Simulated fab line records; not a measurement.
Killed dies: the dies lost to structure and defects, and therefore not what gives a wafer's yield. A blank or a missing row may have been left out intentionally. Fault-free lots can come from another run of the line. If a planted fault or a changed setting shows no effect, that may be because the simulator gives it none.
What tool caused it? || flow gf180mcu || Sampling: 6 lots, 18 wafers, 2 of 602 route steps

== WHAT THE GAUGES READ, wafer by wafer ==
GF_V1_THK_MEAS_03.
{"lot": "L696", "measured": "day 17 07:55", "on": "film metro-02", "V1_CVD_02_THK (nm)": "836 845 854"}
{"lot": "L700", "measured": "day 18 17:02", "on": "film metro-03", "V1_CVD_02_THK (nm)": "834 869 868"}
{"lot": "L702", "measured": "day 20 03:07", "on": "film metro-02", "V1_CVD_02_THK (nm)": "609 603 615"}
{"lot": "L712", "measured": "day 23 16:20", "on": "film metro-03", "V1_CVD_02_THK (nm)": "844 855 871"}
{"lot": "L715", "measured": "day 24 04:34", "on": "film metro-02", "V1_CVD_02_THK (nm)": "848 847 848"}
{"lot": "L718", "measured": "day 25 05:33", "on": "film metro-02", "V1_CVD_02_THK (nm)": "837 857 857"}

== EACH LOT AND THE TOOL THAT RAN IT (in order: tool; ch and the chambers of the sampled wafers; start) ==
{"lot": "L696", "GF_V1_CVD_02": "pecvd-01 ch 0,1,2, day 17 07:50"}
{"lot": "L700", "GF_V1_CVD_02": "pecvd-04 ch 0,1,2, day 18 16:56"}
{"lot": "L702", "GF_V1_CVD_02": "pecvd-04 ch 0,2, day 20 02:59"}
{"lot": "L712", "GF_V1_CVD_02": "pecvd-03 ch 0,1, day 23 16:17"}
{"lot": "L715", "GF_V1_CVD_02": "pecvd-03 ch 0,2, day 24 04:30"}
{"lot": "L718", "GF_V1_CVD_02": "pecvd-03 ch 0,1, day 25 05:28"}
- GF_V1_CVD_02: deposits SiO2 from TEOS, target thk 850 nm, time 94.851 s.

== THE ANSWER, worked out from the rows above alone ==
Rule: the usual values come from the lots themselves. The widest of any qualifying gaps counts: lots, ordered by their means at a reading, are off when they make up no more than a third of the lots, leave a main group of 4 or more, and stand apart from it by 3 or more times the standard deviation of that group's means. Not used: any main group whose means are identical at the precision the tables above print for the reading. A lot without any number at a reading at which 4 lots or more have one is off too. All remaining lots with rows at the step are treated as sound.
Off: L702, at GF_V1_THK_MEAS_03 (V1_CVD_02_THK). Main group: mean 851 nm, sd 4.8.
If a tool, at a process step before that reading, ran all the lots that are off and no sound lot after the first of them, it fits. Gauges at GF_V1_THK_MEAS_03: tried the same way as those tools. One candidate fits, namely pecvd-04 at GF_V1_CVD_02. Its last sound lot is L700 (day 18 16:56), its first lot that is off L702 (day 20 02:59): a fault that began between those two fits.

== WHAT THE SIMULATOR PUT IN ==
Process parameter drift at GF_V1_CVD_02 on pecvd-04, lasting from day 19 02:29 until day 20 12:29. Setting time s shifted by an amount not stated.
Lots struck among those shown: L702. The rule above found the same.
